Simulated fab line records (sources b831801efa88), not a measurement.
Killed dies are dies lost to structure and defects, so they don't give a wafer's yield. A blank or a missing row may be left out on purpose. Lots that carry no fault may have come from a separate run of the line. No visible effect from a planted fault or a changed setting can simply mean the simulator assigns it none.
Struck lot and sound lot, side by side || flow gf180mcu || 14 out of 602 route steps
Sound: these wafers, L709.1, L709.3, L709.6. The struck wafers were L707.1, L707.3, L707.5. The cause is given at the end.
Order at every step that has rows: each side's tool, ch and its chambers, its first start. Under that, the readings that differ: sound wafers || struck wafers || difference of the means || sigmas: that difference in standard deviations of wafers without a fault.
alike: readings whose means differ by less than 2 such deviations, and words and numbers that are the same on both sides. not compared: withheld readings, readings that some wafer has no value for, bounds like >300 that may hide the same value, and numbers for which the record gives no deviation and whose values overlap.
Wherever a step has rows on one side only, a row that says differs or no value, or a row with sigmas, the two part there. Non-overlapping numbers with no deviation appear without sigmas and do not part them. A reading missing from all wafers of one side parts the sides only when that side holds two or more wafers.

GF_M1_SPUTTER_01: material TiN, target thk 30 nm, time 25 s.
  sound on pvd_sputter-01, day 21 18:28; struck on pvd_sputter-04, day 21 08:13
  alike: throttle_valve_pct
GF_M1_SPUTTER_02: material AlCu, target thk 450 nm, time 23.9 s.
  sound on pvd_sputter-01, day 21 18:29; struck on pvd_sputter-04, day 21 08:16
  alike: throttle_valve_pct
GF_M1_SPUTTER_03: material Ti, target thk 10 nm, time 6.7 s.
  sound on pvd_sputter-01, day 21 18:31; struck on pvd_sputter-04, day 21 08:17
  alike: throttle_valve_pct
GF_M1_SPUTTER_04: material TiN, target thk 50 nm, time 41.7 s.
  sound on pvd_sputter-01, day 21 18:32; struck on pvd_sputter-04, day 21 08:19
  alike: throttle_valve_pct
GF_M1_RS_MEAS_05: measurement is done with a four-point probe.
  sound on film_metro-01, day 21 18:35; struck on film_metro-01, day 21 08:21
{"reading": "M1_ALCU_RS (ohm/sq)", "sound": "0.0712 0.0699 0.0703", "struck": "0.0687 0.0692 0.0687", "difference": -0.0016, "sigmas": -2}
GF_M1_THK_MEAS_06: measures by xrf.
  sound on film_metro-01, day 21 18:42; struck on film_metro-01, day 21 08:28
  alike: M1_ALCU_THK
then, 6 steps without rows for these wafers: GF_M1_DEHYDRATE_07 (time 60 s); GF_M1_HMDS_08 (prime time 60 s); GF_M1_COAT_09 (resist thk 1000 nm); GF_M1_SOFTBAKE_10 (time 60 s); GF_M1_EXPOSE_11 (exposes mask Metal1, target cd 230 nm); GF_M1_PEB_12 (peb time 90 s).
GF_M1_DEVELOP_13: develop time 60 s.
  struck on litho_track-04, day 22 07:19; sound on litho_track-01 ch 0, day 22 17:51
  no value came back on the struck wafers for chill_plate_temp_C (C), develop_time_s (s); on the sound wafers chill_plate_temp_C (C) reads 22.97 23.07 22.97
{"reading": "model.KrF_of_M1_COAT_09.thk_nm (nm)", "sound": "987.3 982.8 987.1", "struck": "996.8 1002 999", "difference": "+13.5", "sigmas": ""}
GF_M1_CD_MEAS_14: the cd target is 230 nm.
  sound on cd_sem-02, day 22 18:00; struck on cd_sem-02, day 22 07:28
{"reading": "cd_nm (nm)", "sound": "231.0 230.5 231.0", "struck": "- - -", "difference": "no value on the struck wafers", "sigmas": ""}

== WHERE THEY PART ==
Last at GF_M1_CD_MEAS_14 as far as this record goes, first at GF_M1_RS_MEAS_05.

WHY: the cause the simulator had injected
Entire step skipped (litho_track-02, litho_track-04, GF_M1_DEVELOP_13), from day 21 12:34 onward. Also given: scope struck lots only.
